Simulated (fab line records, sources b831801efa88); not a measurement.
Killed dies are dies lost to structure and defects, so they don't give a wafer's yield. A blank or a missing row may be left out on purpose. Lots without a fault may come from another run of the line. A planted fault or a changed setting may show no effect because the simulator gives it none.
One fault seen from 2 desks | flow sky130 | each desk has only its own numbers; what lay behind them comes last

THE TOOL OWNER'S DESK: pvd_sputter-02
The tool's own readings at SKY_LOCAL_INTERCONNECT_SPUTTER_00 (material TiN, target thk 100 nm, time 83.3 s): means of the sampled wafers that have a number, for each lot that ran on this tool. A lot is out of limits, marked OUT, if its mean lies more than 4 standard deviations from the usual mean; the brackets give that distance.
Columns: A = chamber_pressure_pa at SKY_LOCAL_INTERCONNECT_SPUTTER_00, usual 0.4000 Pa; B = throttle_valve_pct at SKY_LOCAL_INTERCONNECT_SPUTTER_00, usual 30.7 %
lot  | first seen here | A      | B
L948 | day 29 19:50    | 0.3994 | 30.6
L950 | day 30 22:32    | 0.3996 | 29.8
L951 | day 31 09:02    | 0.4000 | 31.1
L952 | day 31 16:08    | 0.4001 | 31.4
L956 | day 33 00:26    | 0.3998 | 30.5
L962 | day 35 02:02    | 0.3999 | 30.5
L964 | day 35 16:33    | 0.4002 | 31.0
This desk's finding: nothing out of limits on any of the 7 lots.

THE METROLOGY DESK
What the gauges read, lot by lot, whatever tool the lot ran on: means of the sampled wafers that have a number. A lot is out of limits, marked OUT, if its mean lies more than 4 standard deviations from the usual mean; the brackets give that distance.
Columns: A = FIELD_ISO_OXIDATION_00_THK at SKY_FIELD_ISO_THK_MEAS_02, usual 12.16 nm; B = NWELL_RS at SKY_NWELL_RS_MEAS_29, usual 625.5 ohm/sq; C = LOCAL_INTERCONNECT_TIN_RS at SKY_LOCAL_INTERCONNECT_RS_MEAS_01, usual 14.18 ohm/sq; D = LOCAL_INTERCONNECT_TIN_THK at SKY_LOCAL_INTERCONNECT_THK_MEAS_02, usual 98.5 nm
lot  | first seen here | A     | B     | C               | D
L948 | day 2 02:59     | 12.50 | 623.3 | 14.17           | 98.3
L950 | day 2 13:38     | 11.85 | 624.4 | 13.98           | 99.5
L951 | day 2 17:57     | 12.21 | 627.1 | 14.33           | 97.5
L952 | day 2 22:53     | 12.34 | 622.2 | 14.15           | 98.4
L956 | day 3 19:37     | 11.93 | 627.1 | 13.88           | 99.9
L962 | day 5 00:38     | 12.24 | 629.6 | 10.71 (-20) OUT | 144.7 (+42) OUT
L964 | day 5 12:34     | 12.02 | 623.6 | 10.67 (-21) OUT | 144.2 (+42) OUT
L965 | day 5 16:33     | 12.06 | 625.8 | 13.98           | 99.5
L966 | day 5 22:41     | 12.17 | 626.2 | 14.09           | 99.5
L967 | day 6 03:05     | 12.18 | 624.7 | 14.22           | 98.4
L968 | day 6 06:38     | 12.46 | 625.7 | 14.23           | 98.1
This desk's finding: out of limits on L962, L964; first on L962, day 35 02:05 (LOCAL_INTERCONNECT_TIN_RS at SKY_LOCAL_INTERCONNECT_RS_MEAS_01). In limits: L948, L950, L951, L952, L956, L965, L966, L967, L968.

PUT TOGETHER
The metrology desk could have raised an alarm at day 35 02:05, on L962, L964.
The tool owner's desk saw nothing out of limits.
The tool owner's desk has L962, L964 on record, within its limits.
Of the lots named, all ran SKY_LOCAL_INTERCONNECT_SPUTTER_00 on pvd_sputter-02.

WHAT THE SIMULATOR HAD PUT IN
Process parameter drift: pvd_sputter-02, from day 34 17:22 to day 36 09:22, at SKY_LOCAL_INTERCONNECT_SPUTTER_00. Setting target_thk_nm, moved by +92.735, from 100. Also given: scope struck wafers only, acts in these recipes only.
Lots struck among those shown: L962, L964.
Hours from the fault's start to each desk's first reading out of limits: the metrology desk, 9.
